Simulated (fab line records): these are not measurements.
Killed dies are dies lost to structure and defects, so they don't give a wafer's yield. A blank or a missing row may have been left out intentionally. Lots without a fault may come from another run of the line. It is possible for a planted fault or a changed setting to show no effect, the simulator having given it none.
Matching of chambers    flow gf180mcu    GF_V5_CMP_26 on cmp-01 has 4 sister chambers
The step polishes, stops on SiO2, t overpolish 15 s, target thk 0 nm. 16 wafers are shown with their chamber, then 8 later ones without.

== WAFERS PAIRED WITH THEIR CHAMBERS ==
wafer   chamber  motor current A (A)  time to endpoint s (s)
L579.1  2        10.8                 80.6
L579.3  3        10.0                 84.7
L579.4  1        10.4                 83.8
L580.1  3        10.0                 90.8
L580.2  1        10.3                 93.3
L580.5  2        11.4                 88.7
L581.2  1        10.6                 91.9
L581.3  0        9.8                  90.9
L581.5  1        10.6                 93.8
L590.2  0        9.6                  90.7
L590.4  3        10.1                 89.8
L590.5  0        10.1                 84.2
L593.1  1        10.3                 84.8
L593.4  0        9.8                  85.3
L593.5  3        9.4                  89.6
L595.1  1        10.2                 82.5

SIGNATURES, as means of the wafers listed above
reading             chamber 0  chamber 1  chamber 2  chamber 3  scatter within a chamber
motor current A     9.825      10.400     11.100     9.875      0.251
time to endpoint s  87.775     88.350     84.650     88.725     4.35
Rule: for each reading, subtract the chamber's mean from the wafer's reading, divide by that reading's scatter and square the result; add these up over the readings and take the root, which gives the wafer's distance from the chamber. The wafer belongs to the nearest chamber; if the next one is less than 2 further off, it can't be placed. The scatter is the square root of a quotient: the sum, over the shown wafers, of each reading's squared deviation from its chamber's mean, divided by wafers minus chambers.

== WAFERS WITH NO CHAMBER GIVEN ==
wafer   motor current A (A)  time to endpoint s (s)
L595.4  11.2                 81.5
L595.5  10.5                 82.9
L600.1  10.1                 82.9
L600.3  10.6                 80.3
L600.6  11.5                 81.3
L601.1  10.3                 85.4
L601.2  10.0                 84.8
L601.6  10.4                 86.5

== CHAMBER TAKEN BY EACH ==
wafer   from the rows above                in truth
L595.4  2                                  2
L595.5  can't be placed: 1 or 2 or 3 or 0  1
L600.1  can't be placed: 0 or 3 or 1       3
L600.3  can't be placed: 1 or 2 or 3 or 0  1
L600.6  2                                  2
L601.1  can't be placed: 1 or 3 or 0       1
L601.2  can't be placed: 0 or 3 or 1       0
L601.6  can't be placed: 1 or 3 or 0       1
Placed correctly: 2 of 8. Can't be placed from these rows: 6 (the true chamber is among the candidates in 6). Number placed wrongly: 0.
